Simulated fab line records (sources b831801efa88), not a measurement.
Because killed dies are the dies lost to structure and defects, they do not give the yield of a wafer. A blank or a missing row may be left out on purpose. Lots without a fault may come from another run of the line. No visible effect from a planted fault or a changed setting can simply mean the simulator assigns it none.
fab line records | flow sky130
record: lots: 4 | wafers: 12 | last_day: 50
route steps=708 shown SONOS_TUNNEL@160 SONOS_ONO@168 GATE_OXIDE@187 PAD_OPEN@708
lots that met no fault: from a run of the same line without faults
start_h: start of the lot's first displayed wafer, in hours after the record's first day | wait_h: hours from the lot's prior step to this one | " same as the row above | L1.1+2: a single row standing in for several wafers | - no value present, or no start provided | * or withheld: withheld | < > ~ a bound
route shown NAME@n: names a module that has steps shown in the file, with the first one's number in the route | usual: mean and standard deviation over wafers with no fault | same: alike in all rows | chamber/n: place in a boat | sites: per-site readings | _std_site: standard deviation of those values | _edge_site: mean of outer sites minus mean of inner sites | radius_mm: how far each site lies from the wafer's centre | mask NAME#n: copy n | behind: tool/chamber where the wafer was last shaped | hold: what put the lot on hold/how long, in hours/how the hold closed | device: which transistor (n, p or np) failed to switch | end of line: tests run on the same wafers once the route is complete | a step given without rows: its recipe and nothing more | killed: dies lost to structure and defects at the first sort, not the wafer's yield | map: shows each die of a wafer: x if killed, . if not, _ if none is there
set.NAME: the setting that was run; set.NAME@STEP: the one run at that earlier step | model.NAME: the simulator's own value behind a step, which no gauge read
certain route steps with their lots: each step a table, each wafer a row
services: when a tool's chamber went out of use (start_h, in hours from the record's first day, below 0 if earlier), for how many hours, and the reason
== steps ==
step: SKY_SONOS_TUNNEL_DEVELOP_06
recipe: resist: NOVOLAK | developer: TMAH | develop_time_s: 60 | dev_temp_c: 23
step: SKY_SONOS_TUNNEL_IMPLANT_09
recipe: species: B | energy_kev: 20 | dose_cm2: 1e+12 | tilt_deg: withheld
step: SKY_SONOS_TUNNEL_WET_ETCH_10
recipe: chemistry: dHF | target_depth_nm: 14 | target: SiO2 | dilution: 100:1 | temp_c: 25 | time_s: 280
step: SKY_SONOS_TUNNEL_STRIP_11
recipe: chemistry: SPM | time_s: 600 | temp_c: 130
step: SKY_SONOS_TUNNEL_CLEAN_13
recipe: chemistry: dHF | time_s: 20 | dilution: 100:1 | dry: ipa_marangoni
step: SKY_SONOS_ONO_OXIDATION_00
recipe: temp_c: 800 | ambient: O2 | idle_temp_c: 700 | ramp_up_c_per_min: 10 | ramp_down_c_per_min: 3 | stabilise_s: 600 | purge_s: 300 | target_thk_a: 26 | ox_time_s: 1249
step: SKY_SONOS_ONO_CVD_02
recipe: material: Si3N4 | precursor: DCS/NH3 | target_thk_nm: 10.5 | temp_c: 770 | time_s: 175 | pressure_mtorr: 250
step: SKY_SONOS_ONO_CVD_04
recipe: material: SiO2 | precursor: SiH4/N2O | target_thk_nm: 5.7199 | temp_c: 900 | pressure_mtorr: 400
usual: pressure_mtorr: 400.2/0.77 | spike_tc_upper_C: 899.3/1.1
lot.wafer | tool     | chamber | start_h | wait_h | pressure_mtorr | spike_tc_upper_C | model.SiO2_of_SONOS_ONO_CVD_04.thk_nm
L136.1    | lpcvd-03 | 1       | 282.29  | 0.1    | 399.8          | 901.0            | 5.911
L136.3    | "        | 1       | "       | "      | 401.7          | 900.3            | 5.818
L136.6    | "        | 1       | "       | "      | 400.3          | 899.6            | 5.88
L143.3    | lpcvd-03 | 0       | 348.32  | 0.0    | 479.5          | 899.7            | 6.095
L143.4    | "        | 0       | "       | "      | 479.7          | 897.9            | 6.238
L143.5    | "        | 0       | "       | "      | 480.1          | 901.3            | 6.169
L144.1    | lpcvd-03 | 0       | 356.60  | 0.1    | 480.4          | 899.5            | 6.272
L144.3    | "        | 0       | "       | "      | 479.9          | 898.4            | 6.275
L144.6    | "        | 0       | "       | "      | 480.8          | 897.7            | 6.187
L154.1    | lpcvd-03 | 1       | 430.40  | 0.1    | 401.0          | 899.9            | 5.692
L154.2    | "        | 1       | "       | "      | 399.5          | 899.3            | 5.737
L154.5    | "        | 1       | "       | "      | 400.9          | 900.7            | 5.673
step: SKY_SONOS_ONO_THK_MEAS_05
recipe: reads: SiO2_of_SONOS_ONO_CVD_04
usual: SONOS_ONO_CVD_04_THK: 5.70/0.12
lot.wafer | tool          | chamber | start_h | wait_h | hold                     | SONOS_ONO_CVD_04_THK[nm]
L136.1    | film_metro-01 | -       | 283.54  | 0.0    | -                        | 5.91
L136.3    | "             | -       | "       | "      | -                        | 5.79
L136.6    | "             | -       | "       | "      | -                        | 5.88
L143.3    | film_metro-01 | -       | 349.59  | 0.0    | await_dispo/0.2h/release | 6.11
L143.4    | "             | -       | "       | "      | await_dispo/0.2h/release | 6.19
L143.5    | "             | -       | "       | "      | await_dispo/0.2h/release | 6.20
L143.3    | film_metro-01 | -       | 349.82  | 0.2    | -                        | 6.10
L143.4    | "             | -       | "       | "      | -                        | 6.26
L143.5    | "             | -       | "       | "      | -                        | 6.18
L144.1    | film_metro-02 | -       | 357.85  | 0.0    | await_dispo/0.2h/release | 6.21
L144.3    | "             | -       | "       | "      | await_dispo/0.2h/release | 6.22
L144.6    | "             | -       | "       | "      | await_dispo/0.2h/release | 6.17
L144.1    | film_metro-02 | -       | 358.08  | 0.2    | -                        | 6.25
L144.3    | "             | -       | "       | "      | -                        | 6.31
L144.6    | "             | -       | "       | "      | -                        | 6.15
L154.1    | film_metro-03 | -       | 431.65  | 0.0    | -                        | 5.72
L154.2    | "             | -       | "       | "      | -                        | 5.75
L154.5    | "             | -       | "       | "      | -                        | 5.63
step: SKY_SONOS_ONO_HMDS_07
recipe: prime_time_s: 60 | prime_temp_c: 120
step: SKY_SONOS_ONO_COAT_08
recipe: resist: NOVOLAK | spin_rpm: 3000 | resist_thk_nm: 1133
step: SKY_SONOS_ONO_SOFTBAKE_09
recipe: temp_c: 90 | time_s: 60 | resist: NOVOLAK
step: SKY_SONOS_ONO_EXPOSE_10
recipe: mask_id: ONOM | target_cd_nm: 410 | na: 0.6 | source_shape: conventional | sigma_outer: 0.6 | dose_mj: 150
step: SKY_SONOS_ONO_PEB_11
recipe: temp_c: withheld | time_s: * | resist: NOVOLAK
step: SKY_SONOS_ONO_DEVELOP_12
recipe: develop_time_s: 60 | dev_temp_c: 23
step: SKY_SONOS_ONO_ETCH_15
recipe: target_depth_nm: 19.52 | chemistry: CHF3/O2 | source_w: 600 | bias_w: 200 | pressure_mtorr: 40 | chf3_flow_sccm: 50 | O2_flow_sccm: 5 | time_s: 7.8
step: SKY_SONOS_ONO_WET_ETCH_16
recipe: chemistry: dHF | target_depth_nm: 14 | dry: n2_spin | target: SiO2 | dilution: 100:1 | temp_c: 25 | time_s: 280
step: SKY_SONOS_ONO_STRIP_17
recipe: chemistry: O2/N2 | power_w: 1400 | pressure_mtorr: 1500 | platen_temp_c: withheld | o2_flow_sccm: 3000 | n2_flow_sccm: 300 | overash_fraction: 0.5
step: SKY_SONOS_ONO_WET_ETCH_18
recipe: chemistry: H3PO4 | target_depth_nm: 15 | target: Si3N4 | temp_c: 160 | time_s: 172
step: SKY_GATE_OXIDE_CLEAN_00
recipe: chemistry: SC1/SC2 | mix: 1:4:20 | temp_c: 70 | time_s: 150 | dry: n2_spin
step: SKY_GATE_OXIDE_OXIDATION_01
recipe: temp_c: 900 | ambient: O2 | stabilise_s: 600 | purge_s: 300 | target_thk_a: 102.68 | ox_time_s: 1473
step: SKY_GATE_OXIDE_DEHYDRATE_03
recipe: temp_c: 200 | time_s: 60
step: SKY_GATE_OXIDE_HMDS_04
recipe: prime_time_s: 60 | prime_temp_c: 120
step: SKY_GATE_OXIDE_COAT_05
recipe: resist: NOVOLAK | spin_rpm: 3000 | resist_thk_nm: 1140
step: SKY_GATE_OXIDE_SOFTBAKE_06
recipe: temp_c: 90 | time_s: 60 | resist: NOVOLAK
step: SKY_GATE_OXIDE_EXPOSE_07
recipe: mask_id: LVOM | na: 0.6 | source_shape: conventional | sigma_outer: 0.6 | polarization: unpolarized | target_cd_nm: 600 | dose_mj: 170
step: SKY_GATE_OXIDE_PEB_08
recipe: temp_c: withheld | time_s: * | resist: NOVOLAK
step: SKY_GATE_OXIDE_DEVELOP_09
recipe: resist: NOVOLAK | developer: TMAH | develop_time_s: 60 | dev_temp_c: 23
step: SKY_GATE_OXIDE_IMPLANT_11
recipe: species: B | energy_kev: 10 | dose_cm2: 2.6e+12 | tilt_deg: withheld
step: SKY_GATE_OXIDE_WET_ETCH_12
recipe: chemistry: dHF | target_depth_nm: 16.8 | dry: n2_spin | target: SiO2 | dilution: 100:1 | temp_c: 25 | time_s: 336
step: SKY_GATE_OXIDE_STRIP_13
recipe: chemistry: O2/N2 | power_w: 1400 | pressure_mtorr: 1500 | platen_temp_c: withheld | o2_flow_sccm: 3000 | n2_flow_sccm: 300 | overash_fraction: 0.5
step: SKY_GATE_OXIDE_CLEAN_15
recipe: chemistry: SC1/SC2 | mix: 1:4:20 | temp_c: 70 | time_s: 150 | dry: n2_spin
usual: temp_c: 70.01/0.11
lot.wafer | tool         | chamber | start_h | wait_h | temp_c | model.SiO2_of_SONOS_ONO_CVD_04.thk_nm
L136.1    | wet_bench-01 | 3       | 339.06  | 0.1    | 70.02  | 4.403
L136.3    | "            | 3       | "       | "      | 69.91  | 4.312
L136.6    | "            | 3       | "       | "      | 69.83  | 4.376
L143.3    | wet_bench-01 | 0       | 408.60  | 0.0    | 70.04  | 4.571
L143.4    | "            | 0       | "       | "      | 70.00  | 4.715
L143.5    | "            | 0       | "       | "      | 69.91  | 4.644
L144.1    | wet_bench-04 | 3       | 418.76  | 0.1    | 69.87  | 4.744
L144.3    | "            | 3       | "       | "      | 70.10  | 4.743
L144.6    | "            | 3       | "       | "      | 70.20  | 4.657
L154.1    | wet_bench-04 | 1       | 495.00  | 0.1    | 70.00  | 4.162
L154.2    | "            | 1       | "       | "      | 69.89  | 4.211
L154.5    | "            | 1       | "       | "      | 69.94  | 4.148
step: SKY_PAD_OPEN_PROBE_99
usual: killed_at_M0_to_M3: 43/6.6 | killed_at_M4_up: 3.0/1.7 | killed_at_contacts: 24/5.4 | killed_at_front_end: 16/4.6 | killed_at_other: 0.3/0.53 | killed_dies: 87/9.7 | killed_on_rim: 18/4 | killed_open: 47/7.3 | killed_short: 39/6.5
same: gross_dies: 492 | killed_at_back_side: 0
lot.wafer | tool      | chamber | start_h | wait_h | killed_at_M0_to_M3 | killed_at_M4_up | killed_at_contacts | killed_at_front_end | killed_at_other | killed_dies | killed_on_rim | killed_open | killed_short | model.etest.sonos_erased.drive_ua_um | model.etest.cap_ono.gate_log10_a_cm2 | model.etest.cap_ono.gate_bv_v | model.etest.cap_ono.tox_acc_nm | model.etest.sonos_programmed.vt_v | model.etest.sonos_erased.vt_v | model.etest.sonos_baked.vt_v | model.etest.sonos_baked.vt_less_v
L136.1    | prober-01 | -       | 1096.98 | 0.1    | 39                 | 4               | 25                 | 16                  | 0               | 84          | 15            | 47          | 37           | 180.8                                | -8.043                               | 16.22                         | 12.95                          | 1.433                             | -2.242                        | 0.9381                       | -0.4953
L136.3    | prober-01 | -       | 1097.08 | 0.2    | 44                 | 3               | 25                 | 28                  | 0               | 100         | 24            | 51          | 49           | 216.4                                | -7.88                                | 16.03                         | 12.81                          | 1.516                             | -2.335                        | 1.02                         | -0.4954
L136.6    | prober-01 | -       | 1097.23 | 0.2    | 46                 | 3               | 22                 | 19                  | 1               | 91          | 26            | 47          | 44           | 186.1                                | -7.785                               | 16.2                          | 12.81                          | 1.498                             | -2.32                         | 0.983                        | -0.5147
L143.3    | prober-01 | -       | 1145.71 | 0.2    | 45                 | 0               | 32                 | 19                  | 0               | 96          | 13            | 52          | 44           | 189.1                                | -8.264                               | 16.59                         | 13.11                          | 1.371                             | -2.207                        | 0.8098                       | -0.5607
L143.4    | prober-01 | -       | 1145.76 | 0.2    | 54                 | 2               | 29                 | 21                  | 0               | 106         | 21            | 55          | 51           | 162                                  | -8.459                               | 16.94                         | 13.24                          | 1.285                             | -2.109                        | 0.8281                       | -0.4571
L143.5    | prober-01 | -       | 1145.81 | 0.2    | 44                 | 0               | 30                 | 11                  | 0               | 85          | 15            | 50          | 35           | 181                                  | -8.367                               | 16.65                         | 13.23                          | 1.307                             | -2.156                        | 0.8241                       | -0.4832
L144.1    | prober-02 | -       | 1152.18 | 0.1    | 36                 | 3               | 20                 | 22                  | 0               | 81          | 14            | 44          | 37           | 196.2                                | -8.392                               | 17.01                         | 13.29                          | 1.258                             | -2.152                        | 0.7686                       | -0.4892
L144.3    | prober-02 | -       | 1152.28 | 0.2    | 41                 | 2               | 24                 | 16                  | 0               | 83          | 21            | 43          | 40           | 170.3                                | -8.515                               | 16.95                         | 13.33                          | 1.215                             | -2.108                        | 0.7641                       | -0.4513
L144.6    | prober-02 | -       | 1152.43 | 0.2    | 44                 | 3               | 30                 | 20                  | 1               | 98          | 18            | 52          | 46           | 200.9                                | -8.34                                | 16.42                         | 13.18                          | 1.326                             | -2.183                        | 0.8751                       | -0.4513
L154.1    | prober-02 | -       | 1191.13 | 0.1    | 35                 | 4               | 24                 | 17                  | 0               | 80          | 21            | 43          | 37           | 226.4                                | -7.622                               | 16.59                         | 12.66                          | 1.614                             | -2.429                        | 0.9964                       | -0.6179
L154.2    | prober-02 | -       | 1191.18 | 0.1    | 39                 | 1               | 28                 | 12                  | 0               | 80          | 16            | 44          | 36           | 203                                  | -7.752                               | 16.25                         | 12.72                          | 1.527                             | -2.368                        | 1.013                        | -0.5141
L154.5    | prober-02 | -       | 1191.33 | 0.2    | 44                 | 6               | 15                 | 16                  | 0               | 81          | 18            | 50          | 31           | 174.7                                | -7.633                               | 16.12                         | 12.68                          | 1.543                             | -2.359                        | 0.9827                       | -0.5602
killed by level:class
L136.1 VIA1:geometric_particle:open=11 LI_CONTACT:geometric_particle:open=11 METAL1:geometric_particle:short=7 CONTACT:geometric_particle:open=7 LOCAL_INTERCONNECT:geometric_particle:short=5 VIA2:geometric_particle:open=5 SPACER:geometric_particle:short=4 METAL2:geometric_particle:short=4
L136.3 FIELD_ISO:geometric_particle:open=8 LI_CONTACT:geometric_particle:open=8 VIA1:geometric_particle:open=8 POLY_GATE:geometric_particle:short=7 CONTACT:geometric_particle:open=7 METAL2:geometric_particle:short=7 VIA3:geometric_particle:open=7 LOCAL_INTERCONNECT:geometric_particle:short=6
L136.6 VIA1:geometric_particle:open=10 CONTACT:geometric_particle:open=7 CONTACT:geometric_particle:short=7 VIA1:geometric_particle:short=7 METAL1:geometric_particle:short=6 VIA3:geometric_particle:open=6 POLY_GATE:geometric_particle:open=5 LI_CONTACT:geometric_particle:open=5
L143.3 CONTACT:geometric_particle:open=10 CONTACT:geometric_particle:short=9 VIA1:geometric_particle:open=9 METAL2:geometric_particle:short=8 POLY_GATE:geometric_particle:open=6 LI_CONTACT:geometric_particle:open=6 FIELD_ISO:geometric_particle:short=5 LOCAL_INTERCONNECT:geometric_particle:short=5
L143.4 METAL2:geometric_particle:short=13 CONTACT:geometric_particle:open=12 VIA1:geometric_particle:open=10 VIA2:geometric_particle:open=10 FIELD_ISO:geometric_particle:open=6 FIELD_ISO:geometric_particle:short=5 POLY_GATE:geometric_particle:open=5 LI_CONTACT:geometric_particle:open=5
L143.5 VIA1:geometric_particle:open=13 VIA2:geometric_particle:open=10 CONTACT:geometric_particle:open=9 LI_CONTACT:geometric_particle:open=8 LI_CONTACT:geometric_particle:short=5 POLY_GATE:geometric_particle:short=4 VIA3:geometric_particle:open=4 VIA1:geometric_particle:short=4
L144.1 CONTACT:geometric_particle:open=10 VIA1:geometric_particle:open=10 FIELD_ISO:geometric_particle:short=7 METAL2:geometric_particle:short=6 VIA3:geometric_particle:open=5 FIELD_ISO:geometric_particle:open=4 POLY_GATE:geometric_particle:short=4 POLY_GATE:geometric_particle:open=4
L144.3 CONTACT:geometric_particle:open=9 POLY_GATE:geometric_particle:short=7 VIA2:geometric_particle:short=7 VIA1:geometric_particle:open=7 LI_CONTACT:geometric_particle:open=6 VIA3:geometric_particle:open=6 VIA2:geometric_particle:open=5 METAL1:geometric_particle:short=3
L144.6 METAL1:geometric_particle:short=10 LI_CONTACT:geometric_particle:open=9 CONTACT:geometric_particle:open=9 VIA2:geometric_particle:open=8 FIELD_ISO:geometric_particle:short=5 VIA1:geometric_particle:open=5 POLY_GATE:geometric_particle:open=5 METAL1:geometric_particle:open=5
L154.1 VIA1:geometric_particle:open=10 CONTACT:geometric_particle:open=7 CONTACT:geometric_particle:short=6 VIA3:geometric_particle:open=6 FIELD_ISO:geometric_particle:open=5 POLY_GATE:geometric_particle:short=4 LI_CONTACT:geometric_particle:open=4 LOCAL_INTERCONNECT:geometric_particle:short=4
L154.2 CONTACT:geometric_particle:open=13 LI_CONTACT:geometric_particle:open=9 VIA3:geometric_particle:open=8 VIA1:geometric_particle:short=6 VIA1:geometric_particle:open=6 METAL2:geometric_particle:short=5 POLY_GATE:geometric_particle:short=4 CONTACT:geometric_particle:short=4
L154.5 VIA1:geometric_particle:open=12 VIA2:geometric_particle:open=7 LI_CONTACT:geometric_particle:open=7 FIELD_ISO:geometric_particle:open=5 VIA3:geometric_particle:open=5 CONTACT:geometric_particle:open=5 METAL1:geometric_particle:short=5 POLY_GATE:geometric_particle:open=4
== services ==
tool     | chamber | start_h | hours | kind
lpcvd-03 | -       | 330.27  | 2.8   | pm
lpcvd-03 | -       | 417.22  | 1.3   | repair
== key ==
first_sign: step: SKY_SONOS_ONO_CVD_04 | reading: pressure_mtorr | direction: up | sigmas: 99+ | usual: 400.2 | struck: 480.0
effect: step: SKY_SONOS_ONO_THK_MEAS_05 | reading: visit | direction: added
model_effect: step: SKY_SONOS_ONO_CVD_04 | value: SiO2_of_SONOS_ONO_CVD_04.thk_nm | without: 5.66 | struck: 6.206
model_effect: step: SKY_GATE_OXIDE_CLEAN_15 | value: SiO2_of_SONOS_ONO_CVD_04.thk_nm | without: 4.133 | struck: 4.679
model_effect: step: SKY_PAD_OPEN_PROBE_99 | value: etest.sonos_erased.drive_ua_um | without: 212.4 | struck: 183.2
met_at SKY_SONOS_ONO_CVD_04
struck_wafers L143.3,L143.4,L143.5,L144.1,L144.3,L144.6
tester_left_out L143,L144
onset_between 282.29 348.32
fault: kind: process_parameter_drift | tool: lpcvd-03 | chamber: - | onset_h: 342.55 | steps: SKY_SONOS_ONO_CVD_04 | channel: pressure_mtorr | offset: 80 | shape: step | end_h: 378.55 | stated: 400
tester_left_out: of these lots the tester's yield and bins aren't shown, on N5 and GAA mostly nor the transistor test; their killed dies are dies lost to structure and defects alone, not to doping, threshold or leakage, so they don't give the yield
